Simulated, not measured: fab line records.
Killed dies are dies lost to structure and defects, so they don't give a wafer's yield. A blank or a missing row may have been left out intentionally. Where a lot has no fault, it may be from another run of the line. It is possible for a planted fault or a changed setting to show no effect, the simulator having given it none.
A lot that was struck, set against a sound lot :: flow gf180mcu :: 15 out of 602 route steps
Sound: wafers L695.2, L695.3, L695.6. Wafers L690.1, L690.2, L690.6 were the ones struck. At the end, the cause is stated.
For every step that has rows: the tool of each side, followed by ch and its chambers, followed by its first start. Under that, the readings that differ: sound wafers :: struck wafers :: difference of the means :: sigmas: that difference in standard deviations of wafers without a fault.
alike: words and numbers the same on both sides, and readings whose means are apart by under 2 such deviations; not compared: readings that were withheld, readings missing a value for some wafer, numbers with overlapping values and no deviation given by the record, and bounds like >300 which may hide the same value.
The two part at a step that has a row with sigmas, a row that says differs or no value, or rows on one side only. Non-overlapping numbers with no deviation appear without sigmas and do not part them. A reading that every wafer of one side lacks parts them only if that side has two wafers or more.

first, 2 steps without rows for these wafers: GF_DNWELL_DEVELOP_06 (develop time 60 s); GF_DNWELL_IMPLANT_07.
GF_DNWELL_STRIP_08: strips in O2/N2.
  sound on plasma_asher-03 ch 0,1, day 6 13:01; struck on plasma_asher-04 ch 0,1, day 5 11:42
  alike: drypump_motor_current_A, heater_power_w, oes_product_au, strip_time_to_endpoint_s
  not compared: rf_hours_counter_h
GF_DNWELL_TW_MEAS_09:
  sound on film_metro-01, day 6 13:08; struck on film_metro-04, day 5 11:48
reading: DNWELL_TW
sound: 1363 1353 1361
struck: 1322 1316 1323
difference: -39
sigmas: -2
then, 7 steps without rows for these wafers: GF_NWELL_DEHYDRATE_00 (time 60 s); GF_NWELL_HMDS_01 (prime time 60 s); GF_NWELL_COAT_02 (resist thk 3000 nm); GF_NWELL_SOFTBAKE_03; GF_NWELL_EXPOSE_04 (exposes mask Nwell, target cd 860 nm); GF_NWELL_PEB_05; GF_NWELL_DEVELOP_06 (develop time 60 s).
GF_NWELL_OVL_MEAS_07:
  sound on overlay-02, day 7 04:08; struck on overlay-01, day 6 02:04
  alike: NWELL_OVL
GF_NWELL_IMPLANT_08:
  sound on implanter-03 ch 0, day 7 04:11; struck on implanter-04 ch 0, day 6 02:07
reading: beam_energy_keV
sound: 450.06 450.02 450.00
struck: 437.09 437.22 437.17
difference: -12.87
sigmas: -92

reading: model.implant.drp_nm (nm)
sound: 123.9 123.9 123.9
struck: 122.2 122.2 122.2
difference: -1.7
sigmas: 
then, 2 steps without rows for these wafers: GF_NWELL_IMPLANT_09; GF_PASSIVATION_PROBE_99.

== WHERE THEY PART ==
Last at GF_NWELL_IMPLANT_08 as far as this record goes, first at GF_DNWELL_TW_MEAS_09.

WHY: the cause the simulator had injected
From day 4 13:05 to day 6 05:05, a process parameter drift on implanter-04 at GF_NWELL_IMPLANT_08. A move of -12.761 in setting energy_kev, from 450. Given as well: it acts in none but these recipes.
